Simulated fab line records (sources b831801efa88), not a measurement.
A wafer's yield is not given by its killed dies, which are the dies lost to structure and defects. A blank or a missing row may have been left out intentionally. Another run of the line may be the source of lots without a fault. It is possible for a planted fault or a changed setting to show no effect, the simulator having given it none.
fab line records	flow gf180mcu	part 1 of 2: steps 1 to 22 of 31
[record] lots = 5	wafers = 15	last-day = 34
route steps=602 shown VT_IMPLANT@96
lots with no fault: from the same line, run without faults
start-h: hours from the record's opening day to when the first of the lot's shown wafers began	wait-h: how many hours have passed since the lot's step before this one	" identical to the entry in the row above	L1.1+2: a single row standing in for several wafers	- either no value or no given start	* or withheld: withheld	< > ~ a bound
route shown NAME@n: names a module that has steps shown in the file, with the first one's number in the route	usual: mean/standard deviation taken from wafers without a fault	same: alike in all rows	chamber/n: place in a boat	sites: the reading at each site	_std_site: standard deviation across them	_edge_site: the outer-site mean with the inner-site mean subtracted	radius-mm: for every site, how far away it sits from the centre of the wafer	mask NAME#n: copy n	behind: the last tool/chamber to shape the wafer	hold: why the lot was held/for how many hours/how that ended	device: names the non-switching transistor (n, p or np)	end of line: the route-end tests of the same wafers	where a step has no rows: the recipe by itself	killed: dies lost to structure and defects at the first sort, not the wafer's yield	map: a wafer's dies, marking killed ones x, the rest . and places with no die _
set.NAME: the setting as run; set.NAME@STEP: as run at that earlier step	model.NAME: the simulator's own value behind a step, which no gauge read
lots at selected steps of the route; one table per step, one row per wafer
services: a tool's chamber out of use, with start hour (start-h, from the record's first day; less than 0 if before it), hours out, and reason
[[steps]]
[step GF_VT_IMPLANT_DEVELOP_06]
[recipe] develop-time-s = 60	dev-temp-c = 23
[usual] chill-plate-temp-C = 23.03/0.098	exhaust-pa = 45.1/0.83
lot.wafer	tool	chamber	start-h	wait-h	chill-plate-temp-C	exhaust-pa
L082.1	litho-track-02	0	161.50	0.1	23.18	43.8
L082.4	"	0	"	"	23.15	45.8
L082.6	"	0	"	"	23.16	46.2
L090.2	litho-track-03	0	210.04	0.1	22.88	45.7
L090.4	"	0	"	"	22.92	44.3
L090.5	"	0	"	"	23.05	45.8
L092.3	litho-track-04	0	220.76	0.1	23.05	46.1
L092.4	"	0	"	"	23.12	45.9
L092.5	"	0	"	"	23.02	45.5
L093.2	litho-track-02	0	228.48	0.1	23.03	44.8
L093.3	"	0	"	"	23.00	45.0
L093.4	"	0	"	"	23.26	43.8
L096.1	litho-track-03	0	247.12	0.1	22.90	45.1
L096.2	"	0	"	"	23.23	44.5
L096.3	"	0	"	"	22.99	44.7
[step GF_VT_IMPLANT_OVL_MEAS_07]
[usual] VT_IMPLANT_OVL = 0.1/1.3
lot.wafer	tool	chamber	start-h	wait-h	VT_IMPLANT_OVL[nm]
L082.1	overlay-01	-	161.65	0.1	-0.3
L082.4	"	-	"	"	2.3
L082.6	"	-	"	"	-0.3
L090.2	overlay-01	-	210.18	0.1	1.5
L090.4	"	-	"	"	1.5
L090.5	"	-	"	"	0.2
L092.3	overlay-02	-	220.87	0.1	-1.8
L092.4	"	-	"	"	0.9
L092.5	"	-	"	"	-2.9
L093.2	overlay-01	-	228.61	0.1	0.7
L093.3	"	-	"	"	0.8
L093.4	"	-	"	"	-1.0
L096.1	overlay-02	-	247.27	0.1	-2.3
L096.2	"	-	"	"	-0.4
L096.3	"	-	"	"	-0.4
[step GF_VT_IMPLANT_IMPLANT_08]
[recipe] species = BF2	energy-kev = 20	dose-cm2 = 8.29e+12	tilt-deg = 7
lot.wafer	tool	chamber	start-h	wait-h
L082.1+4+6	implanter-01	0	161.69	0.0
L090.2+4+5	implanter-03	0	210.23	0.0
L092.3+4+5	implanter-03	0	220.94	0.1
L093.2+3+4	implanter-03	0	228.66	0.0
L096.1+2+3	implanter-03	0	247.31	0.0
[step GF_VT_IMPLANT_STRIP_09]
[recipe] chemistry = O2/N2	power-w = 1400	pressure-mtorr = 1500	platen-temp-c = 250	o2-flow-sccm = 3000	n2-flow-sccm = 300	overash-fraction = 0.5
[usual] drypump-motor-current-A = 5.8/0.58	heater-power-w = 330/30	oes-product-au = 0.716/0.004	strip-time-to-endpoint-s = 12.64/0.048
lot.wafer	tool	chamber	start-h	wait-h	drypump-motor-current-A	heater-power-w	oes-product-au	rf-hours-counter-h	strip-time-to-endpoint-s
L082.1	plasma-asher-04	0	161.84	0.1	6.3	319	0.719	37	12.66
L082.4	"	0	"	"	6.2	321	0.721	-	12.75
L082.6	"	1	"	"	6.5	362	0.713	-	12.69
L090.2	plasma-asher-03	0	210.36	0.1	6.1	278	0.721	61	12.70
L090.4	"	1	"	"	5.0	378	0.716	-	12.71
L090.5	"	0	"	"	6.1	281	0.720	-	12.71
L092.3	plasma-asher-04	0	221.07	0.1	6.2	321	0.721	-	12.59
L092.4	"	1	"	"	6.5	364	0.712	-	12.60
L092.5	"	0	"	"	6.2	324	0.714	-	12.59
L093.2	plasma-asher-02	0	228.79	0.1	5.0	305	0.714	11	12.61
L093.3	"	0	"	"	5.0	298	0.720	-	12.58
L093.4	"	1	"	"	5.8	331	0.716	-	12.61
L096.1	plasma-asher-02	0	247.46	0.1	5.0	308	0.714	13	12.63
L096.2	"	1	"	"	5.8	325	0.714	13	12.64
L096.3	"	1	"	"	5.9	336	0.715	-	12.62
[step GF_VT_IMPLANT_TW_MEAS_10]
[usual] VT_IMPLANT_TW = 564/7.9
lot.wafer	tool	chamber	start-h	wait-h	VT_IMPLANT_TW
L082.1	film-metro-02	-	161.94	0.1	553
L082.4	"	-	"	"	552
L082.6	"	-	"	"	550
L090.2	film-metro-03	-	210.47	0.1	575
L090.4	"	-	"	"	575
L090.5	"	-	"	"	571
L092.3	film-metro-02	-	221.16	0.1	554
L092.4	"	-	"	"	554
L092.5	"	-	"	"	555
L093.2	film-metro-01	-	228.90	0.1	564
L093.3	"	-	"	"	563
L093.4	"	-	"	"	562
L096.1	film-metro-03	-	247.56	0.1	571
L096.2	"	-	"	"	569
L096.3	"	-	"	"	572
[step GF_VT_IMPLANT_DEHYDRATE_11]
[recipe] temp-c = 200	time-s = 60
[usual] chill-plate-temp-C = 23.01/0.11	exhaust-pa = 44.7/1
lot.wafer	tool	chamber	start-h	wait-h	chill-plate-temp-C	exhaust-pa
L082.1	litho-track-04	0	169.51	7.6	23.34	44.9
L082.4	"	0	"	"	23.10	46.8
L082.6	"	0	"	"	23.01	46.1
L090.2	litho-track-02	0	219.23	8.8	22.94	44.6
L090.4	"	0	"	"	22.91	44.2
L090.5	"	0	"	"	23.02	44.2
L092.3	litho-track-04	0	229.01	7.8	23.00	44.0
L092.4	"	0	"	"	22.98	44.9
L092.5	"	0	"	"	22.99	44.3
L093.2	litho-track-04	0	237.23	8.3	22.93	45.7
L093.3	"	0	"	"	23.01	45.5
L093.4	"	0	"	"	23.06	45.5
L096.1	litho-track-02	0	256.25	8.7	22.92	46.3
L096.2	"	0	"	"	23.09	47.0
L096.3	"	0	"	"	22.90	46.3
[step GF_VT_IMPLANT_HMDS_12]
[recipe] prime-time-s = 60	prime-temp-c = 120
[usual] chill-plate-temp-C = 23.01/0.1	exhaust-pa = 45.1/0.8
lot.wafer	tool	chamber	start-h	wait-h	chill-plate-temp-C	exhaust-pa
L082.1	litho-track-04	0	169.66	0.1	22.97	46.0
L082.4	"	0	"	"	22.87	45.0
L082.6	"	0	"	"	23.08	44.6
L090.2	litho-track-02	0	219.38	0.1	23.14	44.2
L090.4	"	0	"	"	22.86	45.2
L090.5	"	0	"	"	23.03	44.7
L092.3	litho-track-04	0	229.16	0.1	22.94	44.9
L092.4	"	0	"	"	23.16	45.7
L092.5	"	0	"	"	23.02	46.1
L093.2	litho-track-04	0	237.38	0.1	22.95	44.5
L093.3	"	0	"	"	23.07	46.0
L093.4	"	0	"	"	22.88	44.1
L096.1	litho-track-02	0	256.40	0.1	22.87	46.0
L096.2	"	0	"	"	22.95	46.2
L096.3	"	0	"	"	22.74	46.6
[step GF_VT_IMPLANT_COAT_13]
[recipe] resist = NOVOLAK	spin-rpm = 3000	resist-thk-nm = 1000
[usual] chill-plate-temp-C = 23.02/0.098	exhaust-pa = 45.1/0.92	spin-speed-rpm = 2999.7/2
lot.wafer	tool	chamber	start-h	wait-h	chill-plate-temp-C	exhaust-pa	spin-speed-rpm
L082.1	litho-track-04	0	169.81	0.1	23.02	44.9	2999.0
L082.4	"	0	"	"	22.97	43.5	3001.1
L082.6	"	0	"	"	22.98	44.5	3001.7
L090.2	litho-track-02	0	219.53	0.1	22.96	43.9	2997.4
L090.4	"	0	"	"	23.11	45.4	2998.8
L090.5	"	0	"	"	22.94	46.2	2999.5
L092.3	litho-track-04	0	229.31	0.1	23.17	43.8	2996.2
L092.4	"	0	"	"	23.04	43.9	2997.2
L092.5	"	0	"	"	23.11	43.7	2997.9
L093.2	litho-track-04	0	237.53	0.1	23.10	45.4	2999.9
L093.3	"	0	"	"	23.06	45.1	3001.4
L093.4	"	0	"	"	23.16	45.6	2999.5
L096.1	litho-track-02	0	256.55	0.1	23.03	43.4	2997.6
L096.2	"	0	"	"	23.12	43.1	2997.5
L096.3	"	0	"	"	23.10	44.4	3001.3
[step GF_VT_IMPLANT_SOFTBAKE_14]
[recipe] temp-c = 90	time-s = 60	resist = NOVOLAK
[usual] chill-plate-temp-C = 23.02/0.11	exhaust-pa = 45.0/0.81
lot.wafer	tool	chamber	start-h	wait-h	chill-plate-temp-C	exhaust-pa
L082.1	litho-track-04	0	169.96	0.1	23.24	45.5
L082.4	"	0	"	"	23.16	45.3
L082.6	"	0	"	"	23.12	46.5
L090.2	litho-track-02	0	219.68	0.1	23.07	44.8
L090.4	"	0	"	"	23.08	45.8
L090.5	"	0	"	"	23.16	45.8
L092.3	litho-track-04	0	229.46	0.1	22.88	45.2
L092.4	"	0	"	"	22.86	45.3
L092.5	"	0	"	"	22.94	46.1
L093.2	litho-track-04	0	237.68	0.1	23.21	45.6
L093.3	"	0	"	"	22.95	45.8
L093.4	"	0	"	"	23.04	44.5
L096.1	litho-track-02	0	256.70	0.1	22.97	45.0
L096.2	"	0	"	"	22.91	45.9
L096.3	"	0	"	"	23.12	45.2
[step GF_VT_IMPLANT_EXPOSE_15]
[recipe] mask-id = Nwell_LV_AREA	target-cd-nm = 860	na = 0.6	source-shape = conventional	sigma-outer = 0.6	dose-mj = 140
[usual] focus-offset-nm = 0.0/0.54	stage-vel-mm-s = 500.03/0.27
[same] sigma-outer = 0.6
lot.wafer	tool	chamber	start-h	wait-h	mask	focus-offset-nm	stage-vel-mm-s
L082.1	iline-stepper-02	0	-	-	Nwell_LV_AREA#0	-0.3	499.97
L082.4	"	0	"	"	Nwell_LV_AREA#0	-0.5	500.30
L082.6	"	0	"	"	Nwell_LV_AREA#0	-0.8	500.15
L090.2	iline-stepper-01	0	-	-	Nwell_LV_AREA#0	0.2	500.29
L090.4	"	0	"	"	Nwell_LV_AREA#0	0.9	499.83
L090.5	"	0	"	"	Nwell_LV_AREA#0	0.7	499.83
L092.3	iline-stepper-02	0	-	-	Nwell_LV_AREA#0	-0.3	499.79
L092.4	"	0	"	"	Nwell_LV_AREA#0	0.5	499.91
L092.5	"	0	"	"	Nwell_LV_AREA#0	0.1	499.70
L093.2	iline-stepper-01	0	-	-	Nwell_LV_AREA#0	-0.7	499.84
L093.3	"	0	"	"	Nwell_LV_AREA#0	0.2	499.90
L093.4	"	0	"	"	Nwell_LV_AREA#0	-0.3	499.79
L096.1	iline-stepper-01	0	-	-	Nwell_LV_AREA#0	0.0	499.55
L096.2	"	0	"	"	Nwell_LV_AREA#0	-0.1	499.90
L096.3	"	0	"	"	Nwell_LV_AREA#0	0.2	500.22
[step GF_VT_IMPLANT_PEB_16]
[recipe] temp-c = withheld	time-s = *	resist = NOVOLAK
[usual] chill-plate-temp-C = *	exhaust-pa = 44.9/0.87
lot.wafer	tool	chamber	start-h	wait-h	chill-plate-temp-C	exhaust-pa
L082.1	litho-track-02	0	-	-	*	45.0
L082.4	"	0	"	"	*	43.4
L082.6	"	0	"	"	*	44.0
L090.2	litho-track-02	0	-	-	*	46.0
L090.4	"	0	"	"	*	46.2
L090.5	"	0	"	"	*	45.0
L092.3	litho-track-04	0	-	-	*	46.3
L092.4	"	0	"	"	*	45.9
L092.5	"	0	"	"	*	46.0
L093.2	litho-track-03	0	-	-	*	45.4
L093.3	"	0	"	"	*	43.9
L093.4	"	0	"	"	*	45.8
L096.1	litho-track-03	0	-	-	*	43.0
L096.2	"	0	"	"	*	44.7
L096.3	"	0	"	"	*	44.1
[step GF_VT_IMPLANT_DEVELOP_17]
[recipe] develop-time-s = 60	dev-temp-c = 23
[usual] chill-plate-temp-C = 22.99/0.1	exhaust-pa = 45.0/1
lot.wafer	tool	chamber	start-h	wait-h	chill-plate-temp-C	exhaust-pa
L082.1	litho-track-02	0	178.15	0.1	23.08	45.6
L082.4	"	0	"	"	23.00	43.9
L082.6	"	0	"	"	23.10	45.5
L090.2	litho-track-02	0	228.18	0.1	23.02	45.6
L090.4	"	0	"	"	22.95	45.3
L090.5	"	0	"	"	23.21	44.7
L092.3	litho-track-04	0	238.91	0.1	23.00	43.4
L092.4	"	0	"	"	22.96	42.3
L092.5	"	0	"	"	22.93	42.6
L093.2	litho-track-03	0	246.84	0.1	22.91	44.5
L093.3	"	0	"	"	23.03	46.0
L093.4	"	0	"	"	23.04	44.7
L096.1	litho-track-03	0	265.92	0.1	22.95	44.9
L096.2	"	0	"	"	23.00	46.0
L096.3	"	0	"	"	22.84	45.4
[step GF_VT_IMPLANT_OVL_MEAS_18]
[usual] VT_IMPLANT_01_OVL = -0.8/1.4
lot.wafer	tool	chamber	start-h	wait-h	VT_IMPLANT_01_OVL[nm]
L082.1	overlay-02	-	178.30	0.1	-2.5
L082.4	"	-	"	"	-2.0
L082.6	"	-	"	"	-2.8
L090.2	overlay-02	-	228.31	0.1	-1.2
L090.4	"	-	"	"	0.3
L090.5	"	-	"	"	-0.9
L092.3	overlay-02	-	239.02	0.1	-1.7
L092.4	"	-	"	"	-2.1
L092.5	"	-	"	"	-2.1
L093.2	overlay-01	-	246.98	0.1	-3.4
L093.3	"	-	"	"	-0.1
L093.4	"	-	"	"	-0.3
L096.1	overlay-02	-	266.07	0.1	-3.3
L096.2	"	-	"	"	-0.2
L096.3	"	-	"	"	0.4
[step GF_VT_IMPLANT_IMPLANT_19]
[recipe] species = As	energy-kev = 100	dose-cm2 = 4.35e+12	tilt-deg = 7
lot.wafer	tool	chamber	start-h	wait-h
L082.1+4+6	implanter-01	0	178.34	0.0
L090.2+4+5	implanter-01	0	228.36	0.0
L092.3+4+5	implanter-01	0	239.09	0.1
L093.2+3+4	implanter-02	0	247.03	0.0
L096.1+2+3	implanter-01	0	266.11	0.0
[step GF_VT_IMPLANT_STRIP_20]
[recipe] chemistry = O2/N2	power-w = 1400	pressure-mtorr = 1500	platen-temp-c = 250	o2-flow-sccm = 3000	n2-flow-sccm = 300	overash-fraction = 0.5
[usual] drypump-motor-current-A = 5.7/0.57	heater-power-w = 328/31	oes-product-au = 0.716/0.0048	strip-time-to-endpoint-s = 12.63/0.04
lot.wafer	tool	chamber	start-h	wait-h	drypump-motor-current-A	heater-power-w	oes-product-au	rf-hours-counter-h	strip-time-to-endpoint-s
L082.1	plasma-asher-03	0	178.49	0.1	6.0	301	0.712	57	12.63
L082.4	"	0	"	"	6.0	281	0.716	-	12.63
L082.6	"	0	"	"	6.0	290	0.711	-	12.60
L090.2	plasma-asher-03	0	228.49	0.1	6.0	282	0.713	63	12.66
L090.4	"	0	"	"	6.1	294	0.719	-	12.65
L090.5	"	1	"	"	5.1	373	0.715	-	12.64
L092.3	plasma-asher-03	1	239.22	0.1	5.0	363	0.716	-	12.57
L092.4	"	0	"	"	6.0	289	0.720	-	12.58
L092.5	"	0	"	"	6.0	283	0.707	-	12.59
L093.2	plasma-asher-03	1	247.16	0.1	5.1	373	0.712	65	12.61
L093.3	"	1	"	"	5.1	370	0.711	-	12.63
L093.4	"	0	"	"	6.0	292	0.713	-	12.55
L096.1	plasma-asher-04	1	266.26	0.1	6.5	361	0.717	49	12.65
L096.2	"	0	"	"	6.2	314	0.724	49	12.68
L096.3	"	0	"	"	6.2	321	0.713	-	12.71
[step GF_VT_IMPLANT_TW_MEAS_21]
[usual] VT_IMPLANT_2_TW = 1215/15
lot.wafer	tool	chamber	start-h	wait-h	VT_IMPLANT_2_TW
L082.1	film-metro-02	-	178.59	0.1	1184
L082.4	"	-	"	"	1188
L082.6	"	-	"	"	1190
L090.2	film-metro-02	-	228.60	0.1	1196
L090.4	"	-	"	"	1192
L090.5	"	-	"	"	1201
L092.3	film-metro-02	-	239.31	0.1	1186
L092.4	"	-	"	"	1190
L092.5	"	-	"	"	1188
L093.2	film-metro-01	-	247.27	0.1	1214
L093.3	"	-	"	"	1213
L093.4	"	-	"	"	1216
L096.1	film-metro-03	-	266.36	0.1	1232
L096.2	"	-	"	"	1229
L096.3	"	-	"	"	1231
[step GF_VT_IMPLANT_DEHYDRATE_22]
[recipe] temp-c = 200	time-s = 60
[usual] chill-plate-temp-C = 23.01/0.1	exhaust-pa = 45.1/0.86
lot.wafer	tool	chamber	start-h	wait-h	chill-plate-temp-C	exhaust-pa
L082.1	litho-track-02	0	186.10	7.5	23.01	44.9
L082.4	"	0	"	"	22.79	44.4
L082.6	"	0	"	"	22.93	44.9
L090.2	litho-track-02	0	237.13	8.5	23.02	45.1
L090.4	"	0	"	"	22.94	45.0
L090.5	"	0	"	"	23.07	44.3
L092.3	litho-track-03	0	247.92	8.6	23.02	45.3
L092.4	"	0	"	"	23.13	44.7
L092.5	"	0	"	"	23.04	45.6
L093.2	litho-track-04	0	256.23	9.0	22.97	45.4
L093.3	"	0	"	"	22.93	44.1
L093.4	"	0	"	"	22.84	44.2
L096.1	litho-track-04	0	273.55	7.2	23.21	44.9
L096.2	"	0	"	"	23.13	44.6
L096.3	"	0	"	"	23.21	44.8
[step GF_VT_IMPLANT_HMDS_23]
[recipe] prime-time-s = 60	prime-temp-c = 120
[usual] chill-plate-temp-C = 23.01/0.11	exhaust-pa = 45.1/0.89
lot.wafer	tool	chamber	start-h	wait-h	chill-plate-temp-C	exhaust-pa
L082.1	litho-track-02	0	186.25	0.1	22.83	44.5
L082.4	"	0	"	"	22.98	43.8
L082.6	"	0	"	"	22.84	44.7
L090.2	litho-track-02	0	237.28	0.1	23.08	44.3
L090.4	"	0	"	"	23.05	45.7
L090.5	"	0	"	"	23.10	45.1
L092.3	litho-track-03	0	248.07	0.1	23.16	43.4
L092.4	"	0	"	"	23.14	44.9
L092.5	"	0	"	"	23.15	45.1
L093.2	litho-track-04	0	256.38	0.1	22.78	45.1
L093.3	"	0	"	"	22.84	44.3
L093.4	"	0	"	"	22.93	45.5
L096.1	litho-track-04	0	273.70	0.1	23.01	45.0
L096.2	"	0	"	"	23.08	45.9
L096.3	"	0	"	"	22.98	46.4
[step GF_VT_IMPLANT_COAT_24]
[recipe] resist = NOVOLAK	spin-rpm = 3000	resist-thk-nm = 1000
[usual] chill-plate-temp-C = 22.98/0.11	exhaust-pa = 45.1/0.87	spin-speed-rpm = 3000.4/1.7
lot.wafer	tool	chamber	start-h	wait-h	chill-plate-temp-C	exhaust-pa	spin-speed-rpm
L082.1	litho-track-02	0	186.40	0.1	22.88	46.7	2998.4
L082.4	"	0	"	"	23.20	45.7	3002.3
L082.6	"	0	"	"	23.14	44.8	3001.9
L090.2	litho-track-02	0	237.43	0.1	23.18	45.3	3000.3
L090.4	"	0	"	"	22.94	45.6	3001.0
L090.5	"	0	"	"	23.03	45.2	2999.2
L092.3	litho-track-03	0	248.22	0.1	22.97	46.2	2999.5
L092.4	"	0	"	"	22.99	43.9	2997.4
L092.5	"	0	"	"	23.11	44.4	3002.7
L093.2	litho-track-04	0	256.53	0.1	22.91	44.5	2999.9
L093.3	"	0	"	"	22.98	43.8	2998.2
L093.4	"	0	"	"	23.04	45.1	2998.9
L096.1	litho-track-04	0	273.85	0.1	22.93	43.3	3001.7
L096.2	"	0	"	"	23.10	45.5	3002.2
L096.3	"	0	"	"	23.02	44.6	2999.9
[step GF_VT_IMPLANT_SOFTBAKE_25]
[recipe] temp-c = 90	time-s = 60	resist = NOVOLAK
[usual] chill-plate-temp-C = 23.00/0.11	exhaust-pa = 45.2/0.93
lot.wafer	tool	chamber	start-h	wait-h	chill-plate-temp-C	exhaust-pa
L082.1	litho-track-02	0	186.55	0.1	23.08	46.1
L082.4	"	0	"	"	23.11	46.3
L082.6	"	0	"	"	22.95	45.7
L090.2	litho-track-02	0	237.58	0.1	23.10	43.2
L090.4	"	0	"	"	22.99	44.3
L090.5	"	0	"	"	23.22	44.0
L092.3	litho-track-03	0	248.37	0.1	23.20	45.4
L092.4	"	0	"	"	23.27	44.7
L092.5	"	0	"	"	23.19	44.9
L093.2	litho-track-04	0	256.68	0.1	23.10	47.1
L093.3	"	0	"	"	23.02	47.1
L093.4	"	0	"	"	23.02	48.0
L096.1	litho-track-04	0	274.00	0.1	22.95	45.8
L096.2	"	0	"	"	22.91	45.9
L096.3	"	0	"	"	22.92	44.9
[step GF_VT_IMPLANT_EXPOSE_26]
[recipe] mask-id = LVPWELL_HV_AREA	target-cd-nm = 860	na = 0.6	source-shape = conventional	sigma-outer = 0.6	dose-mj = 140
[usual] focus-offset-nm = 0.0/0.54	stage-vel-mm-s = 499.99/0.25
[same] sigma-outer = 0.6
lot.wafer	tool	chamber	start-h	wait-h	mask	focus-offset-nm	stage-vel-mm-s
L082.1	iline-stepper-01	0	-	-	LVPWELL_HV_AREA#0	-0.1	500.06
L082.4	"	0	"	"	LVPWELL_HV_AREA#0	0.0	500.16
L082.6	"	0	"	"	LVPWELL_HV_AREA#0	-0.3	500.15
L090.2	iline-stepper-02	0	-	-	LVPWELL_HV_AREA#0	1.0	500.14
L090.4	"	0	"	"	LVPWELL_HV_AREA#0	0.5	500.03
L090.5	"	0	"	"	LVPWELL_HV_AREA#0	0.1	499.80
L092.3	iline-stepper-02	0	-	-	LVPWELL_HV_AREA#0	-0.7	499.68
L092.4	"	0	"	"	LVPWELL_HV_AREA#0	-0.4	500.02
L092.5	"	0	"	"	LVPWELL_HV_AREA#0	0.7	500.02
L093.2	iline-stepper-01	0	-	-	LVPWELL_HV_AREA#0	0.1	499.74
L093.3	"	0	"	"	LVPWELL_HV_AREA#0	0.3	499.49
L093.4	"	0	"	"	LVPWELL_HV_AREA#0	0.3	500.13
L096.1	iline-stepper-02	0	-	-	LVPWELL_HV_AREA#0	0.2	500.01
L096.2	"	0	"	"	LVPWELL_HV_AREA#0	1.5	499.70
L096.3	"	0	"	"	LVPWELL_HV_AREA#0	0.5	500.22
[step GF_VT_IMPLANT_PEB_27]
[recipe] temp-c = withheld	time-s = *	resist = NOVOLAK
[usual] chill-plate-temp-C = *	exhaust-pa = 45.2/0.81
lot.wafer	tool	chamber	start-h	wait-h	chill-plate-temp-C	exhaust-pa
L082.1	litho-track-02	0	-	-	*	45.4
L082.4	"	0	"	"	*	45.0
L082.6	"	0	"	"	*	45.0
L090.2	litho-track-04	0	-	-	*	46.4
L090.4	"	0	"	"	*	44.9
L090.5	"	0	"	"	*	45.5
L092.3	litho-track-04	0	-	-	*	45.6
L092.4	"	0	"	"	*	44.8
L092.5	"	0	"	"	*	44.2
L093.2	litho-track-03	0	-	-	*	44.8
L093.3	"	0	"	"	*	44.5
L093.4	"	0	"	"	*	44.2
L096.1	litho-track-02	0	-	-	*	44.9
L096.2	"	0	"	"	*	45.3
L096.3	"	0	"	"	*	43.5
